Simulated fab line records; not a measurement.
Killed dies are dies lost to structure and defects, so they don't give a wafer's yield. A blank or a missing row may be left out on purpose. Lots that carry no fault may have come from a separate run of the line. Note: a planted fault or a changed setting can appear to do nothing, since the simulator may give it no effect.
A struck lot beside a sound one :: flow sky130 :: 15 steps out of a route of 708
Sound: the wafers L628.1, L628.2, L628.4. Struck: wafer L646.2; the same lot's L646.5 was not struck, so it is left out; see the end for the cause.
Each step with rows lists, per side, the tool, then ch with its chambers, then its first start. Under that, the readings that differ: sound wafers :: struck wafers :: difference of the means :: sigmas: that difference in standard deviations of wafers without a fault.
alike: words and numbers the same on both sides, and readings whose means are apart by under 2 such deviations; not compared: readings that were withheld, readings missing a value for some wafer, numbers with overlapping values and no deviation given by the record, and bounds like >300 which may hide the same value.
A row with sigmas, a row that says differs or no value, or rows on one side alone: a step with any of these is where the two part. Numbers that don't overlap but have no deviation are shown without sigmas and don't part them. Lack of a reading on every wafer of one side parts them only where that side has two or more wafers.

SKY_VIA3_OVL_MEAS_13:
  struck on overlay-01, day 45 01:22; sound on overlay-01, day 39 22:05
  alike: VIA3_OVL
SKY_VIA3_ETCH_14: etches BARC in N2/H2, stops on SiO2, time 45.9 s, target depth 60 nm.
  sound on rie-diel-02 ch 0,2,3, day 39 22:07; struck on rie-diel-02 ch 1, day 45 01:23
reading: oes-product-au (a.u.)
sound: 0.848 0.852 0.847
struck: 0.862
difference: +0.013
sigmas: +3

reading: rf-hours-counter-h (h)
sound: 8 7 18
struck: 24
difference: +13
sigmas: 
  alike: drypump-motor-current-A, throttle-valve-pct
SKY_VIA3_ETCH_15: etches SiO2 in C4F8/O2/Ar, stops on TiN, target depth 507 nm, time 78 s.
  sound on rie-diel-02 ch 0,2,3, day 39 22:10; struck on rie-diel-02 ch 1, day 45 01:26
reading: rf-hours-counter-h (h)
sound: 8 7 18
struck: 24
difference: +13
sigmas: 
  alike: oes-product-au
SKY_VIA3_STRIP_16: strips in O2/N2.
  sound on plasma-asher-03 ch 0,1, day 39 22:13; struck on plasma-asher-04 ch 0, day 45 01:29
  alike: drypump-motor-current-A, oes-product-au, strip-time-to-endpoint-s
  not compared: rf-hours-counter-h
then, 4 steps without rows for these wafers: SKY_VIA3_STRIP_17 (strips in post etch residue remover, time 1200 s); SKY_VIA3_CLEAN_18 (cleans in IPA, time 180 s); SKY_VIA3_CLEAN_19 (cleans in O3/DIW); SKY_VIA3_SPUTTER_20 (material TiN, target thk 20 nm, time 80 s).
SKY_VIA3_CVD_21: deposits W, target thk 390 nm, time 117.31 s.
  sound on cvd-w-02 ch 0,1, day 39 22:55; struck on cvd-w-02 ch 0, day 45 02:11
  alike: heater-power-w
SKY_VIA3_RS_MEAS_22: a four-point-probe measurement.
  struck on film-metro-02, day 45 02:25; sound on film-metro-03, day 39 23:02
  alike: VIA3_W_RS
SKY_VIA3_THK_MEAS_23: measures by xrf.
  struck on film-metro-02, day 45 02:32; sound on film-metro-03, day 39 23:09
reading: VIA3_W_THK (nm)
sound: 384 389 385
struck: 372
difference: -14
sigmas: -2
SKY_VIA3_CMP_24: polishes, stops on SiO2, t overpolish 20 s, target thk 0 nm.
  sound on cmp-02 ch 0,1,2, day 39 23:13; struck on cmp-02 ch 3, day 45 02:44
  alike: head-pressure-psi, motor-current-A, overpolish-run-s, time-to-endpoint-s
SKY_METAL4_SPUTTER_00: material Ti, target thk 15 nm, time 10 s.
  struck on pvd-sputter-02, day 45 02:53; sound on pvd-sputter-02, day 39 23:31
reading: model.Ti_of_METAL4_SPUTTER_00.thk-nm (nm)
sound: 15.06 15.08 15.1
struck: 14.25
difference: -0.83
sigmas: 
  alike: throttle-valve-pct
then, 1 step without rows for these wafers: SKY_METAL4_SPUTTER_01 (material TiN, target thk 20 nm, time 16.7 s).
SKY_PAD_OPEN_PROBE_99:
  sound wafers here have rows in the record (prober-01, day 46 00:58); struck ones have none

== WHERE THEY PART ==
At SKY_VIA3_ETCH_14 first; at SKY_PAD_OPEN_PROBE_99 last (within this record only).

WHY: whatever the simulator had introduced
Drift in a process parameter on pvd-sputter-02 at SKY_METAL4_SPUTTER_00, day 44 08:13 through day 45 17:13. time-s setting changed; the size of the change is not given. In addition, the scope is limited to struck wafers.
